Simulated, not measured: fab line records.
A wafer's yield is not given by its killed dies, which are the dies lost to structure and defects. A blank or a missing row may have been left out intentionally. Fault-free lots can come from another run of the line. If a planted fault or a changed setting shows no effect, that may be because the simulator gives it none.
Matching of chambers | flow sky130 | SKY_METAL3_ETCH_17 on rie diel-01 has 4 sister chambers
The step etches SiO2 in C4F8/O2/Ar, stops on TiN, time 3.9 s, target depth 15 nm. 4 wafers are shown with their chamber, then 7 later ones without.

## WAFERS, EACH WITH ITS CHAMBER
wafer  | chamber | oes product au (a.u.)
L075.5 | 2       | 0.755
L079.6 | 0       | 0.757
L088.3 | 3       | 0.754
L088.4 | 1       | 0.761

## WAFERS MISSING THEIR CHAMBER
wafer  | oes product au (a.u.)
L088.5 | 0.757
L091.1 | 0.752
L091.4 | 0.761
L091.5 | 0.755
L095.1 | 0.746
L095.3 | 0.749
L095.4 | 0.767

## EACH ONE'S CHAMBER
wafer  | from the rows above               | in truth
L088.5 | can't be placed: 0 or 2 or 3 or 1 | 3
L091.1 | can't be placed: 3 or 2 or 0 or 1 | 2
L091.4 | can't be placed: 1 or 0 or 2 or 3 | 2
L091.5 | can't be placed: 2 or 3 or 0 or 1 | 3
L095.1 | can't be placed: 3 or 2 or 0 or 1 | 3
L095.3 | can't be placed: 3 or 2 or 0 or 1 | 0
L095.4 | can't be placed: 1 or 0 or 2 or 3 | 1
0 of 7 placed correctly. Cannot be placed on the basis of these rows: 7; the candidates contain the true chamber in 7. Placed wrongly: 0.
How it was worked out, from the rows above alone: a wafer's distance from a chamber is the root of the sum, over the readings, of the square of ((its reading less the chamber's mean) divided by the reading's scatter). The wafer belongs to the nearest chamber; if the next one is less than 2 further off, it can't be placed. For every chamber, the mean is computed from those of its wafers that are shown. The scatter: root of mean squared gap, hidden wafer to nearest shown wafer, with one shown wafer a chamber.
